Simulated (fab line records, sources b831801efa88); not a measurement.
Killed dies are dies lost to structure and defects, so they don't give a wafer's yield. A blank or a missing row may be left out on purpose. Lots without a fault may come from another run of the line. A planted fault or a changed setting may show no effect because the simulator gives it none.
A struck lot beside a sound one | flow sky130 | 30 steps out of a route of 708
Sound: wafers L356.1, L356.5, L356.6. Struck: wafers L368.1, L368.5, L368.6. The cause comes at the end.
At each step with rows: each side's tool, then ch and its chambers, then its first start. Under that, the readings that differ: sound wafers | struck wafers | difference of the means | sigmas: that difference in standard deviations of wafers without a fault.
alike: readings whose means differ by less than 2 such deviations, and words and numbers that are the same on both sides. not compared: withheld readings, readings that some wafer has no value for, bounds like >300 that may hide the same value, and numbers for which the record gives no deviation and whose values overlap.
The two part at a step that has a row with sigmas, a row that says differs or no value, or rows on one side only. Numbers that don't overlap but have no deviation are shown without sigmas and don't part them. A reading that every wafer of one side lacks parts them only if that side has two wafers or more.

SKY_PWDE_STRIP_09: strips in O2/N2.
  sound on plasma_asher-03 ch 0,1, day 5 08:28; struck on plasma_asher-03 ch 0,1, day 8 09:52
  alike: drypump_motor_current_A, oes_product_au, strip_time_to_endpoint_s
  not compared: rf_hours_counter_h
SKY_PWDE_TW_MEAS_10:
  sound on film_metro-01, day 5 08:34; struck on film_metro-03, day 8 09:58
  alike: PWDE_TW
then, 7 steps without rows for these wafers: SKY_NWELL_DEHYDRATE_03 (time 60 s); SKY_NWELL_HMDS_04 (prime time 60 s); SKY_NWELL_COAT_05 (resist thk 3000 nm); SKY_NWELL_SOFTBAKE_06; SKY_NWELL_EXPOSE_07 (exposes mask NWM, target cd 840 nm); SKY_NWELL_PEB_08; SKY_NWELL_DEVELOP_09 (develop time 60 s).
SKY_NWELL_OVL_MEAS_10:
  sound on overlay-02, day 6 02:41; struck on overlay-01, day 9 06:57
  alike: NWELL_00_OVL
then, 2 steps without rows for these wafers: SKY_NWELL_IMPLANT_11; SKY_NWELL_IMPLANT_12.
SKY_NWELL_IMPLANT_13:
  sound on implanter-02 ch 0, day 6 03:02; struck on implanter-02 ch 0, day 9 07:17
  reading            | sound                         | struck                           | difference  | sigmas
  dose_ions_cm2      | 7.006e+11 7.006e+11 6.988e+11 | 1.0573e+12 1.0564e+12 1.0573e+12 | +3.5700e+11 | +99 or more
  faraday_current_uA | 3.84 3.93 3.89                | 5.97 6.01 5.85                   | +2.06       | +30
SKY_NWELL_STRIP_14: strips in O2/N2.
  sound on plasma_asher-04 ch 0,1, day 6 03:11; struck on plasma_asher-01 ch 0,1, day 9 07:26
  reading                     | sound       | struck      | difference | sigmas
  drypump_motor_current_A (A) | 6.2 6.3 6.2 | 5.4 5.9 5.4 | -0.7       | -2
  alike: oes_product_au, strip_time_to_endpoint_s
  not compared: rf_hours_counter_h
SKY_NWELL_TW_MEAS_15:
  sound on film_metro-04, day 6 03:17; struck on film_metro-03, day 9 07:32
  alike: NWELL_TW
then, 7 steps without rows for these wafers: SKY_NWELL_DEHYDRATE_16 (time 60 s); SKY_NWELL_HMDS_17 (prime time 60 s); SKY_NWELL_COAT_18 (resist thk 3000 nm); SKY_NWELL_SOFTBAKE_19; SKY_NWELL_EXPOSE_20 (exposes mask NWM COMPLEMENT, target cd 840 nm); SKY_NWELL_PEB_21; SKY_NWELL_DEVELOP_22 (develop time 60 s).
SKY_NWELL_OVL_MEAS_23:
  sound on overlay-02, day 6 21:50; struck on overlay-01, day 10 05:02
  alike: NWELL_01_OVL
then, 1 step without rows for these wafers: SKY_NWELL_IMPLANT_24.
SKY_NWELL_STRIP_25: strips in O2/N2.
  sound on plasma_asher-03 ch 0,1, day 6 22:02; struck on plasma_asher-04 ch 0,1, day 10 05:13
  alike: drypump_motor_current_A, oes_product_au, strip_time_to_endpoint_s
  not compared: rf_hours_counter_h
SKY_NWELL_TW_MEAS_26:
  sound on film_metro-04, day 6 22:08; struck on film_metro-01, day 10 05:19
  reading    | sound       | struck      | difference | sigmas
  NWELL_2_TW | 503 500 501 | 486 489 491 | -13        | -2
then, 1 step without rows for these wafers: SKY_NWELL_CLEAN_27 (cleans in SC1/SC2, time 150 s).
SKY_NWELL_RTA_28: time 30 s.
  sound on rtp_anneal-02 ch 0, day 6 22:14; struck on rtp_anneal-01 ch 0, day 10 05:25
  alike: lamp_power_pct, ramp_up_c_per_s, wafer_temp_C_max
SKY_NWELL_RS_MEAS_29: measures by four-point-probe.
  sound on film_metro-03, day 6 22:20; struck on film_metro-04, day 10 05:31
  reading           | sound             | struck            | difference | sigmas
  NWELL_RS (ohm/sq) | 624.7 624.8 623.1 | 616.4 617.1 615.2 | -8.0       | -4
-- the record jumps here: 40 days lie between the struck wafers' starts before and after (it left off in module NWELL and takes up again in module PAD_OPEN, whose first step shown is number 708 of the route) --
SKY_PAD_OPEN_PROBE_99:
  sound on prober-01, day 47 07:21; struck on prober-01, day 50 07:34
  reading                                | sound                       | struck                        | difference | sigmas
  model.etest.nfet_16v.r_on_ohm_um       | 1.404e+04 1.414e+04 1.4e+04 | 1.345e+04 1.337e+04 1.354e+04 | -6.067e+02 |
  model.etest.pfet_g5v0d10v5.r_on_ohm_um | 4787 4866 4798              | 4957 4939 5044                | +163       |
  model.etest.tip_p.rs_ohm_sq            | 6917 6805 6792              | 7038 7035 7058                | +206       |
  model.etest.tip_p_5v.rs_ohm_sq         | 2873 2863 2879              | 2937 2937 2934                | +64        |
  model.etest.pfet_g5v0d10v5.drive_ua_um | 336 336.7 338.6             | 322.5 323.2 316.5             | -16.4      |
  model.etest.pfet_01v8_lvt.drive_ua_um  | 174.9 176.1 176.9           | 161.9 161.6 160.1             | -14.8      |
  model.etest.pfet_16v.drive_ua_um       | 243.6 242 244.5             | 234.7 235.4 228.9             | -10.4      |
  model.etest.pfet_01v8_mvt.drive_ua_um  | 152.2 153.3 153.5           | 147 146.7 145.2               | -7         |
  alike: killed_at_M0_to_M3, killed_at_M4_up, killed_at_contacts, killed_at_front_end, killed_at_other, killed_dies, killed_open, killed_short

WHERE THEY PART
First at SKY_NWELL_IMPLANT_13; last, within this record, at SKY_NWELL_RS_MEAS_29. Later steps at which nothing parts them and some readings are alike: SKY_PAD_OPEN_PROBE_99.

WHY: what the simulator had put in
Process parameter drift: implanter-02, from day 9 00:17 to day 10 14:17, at SKY_NWELL_IMPLANT_13. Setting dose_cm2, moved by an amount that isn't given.
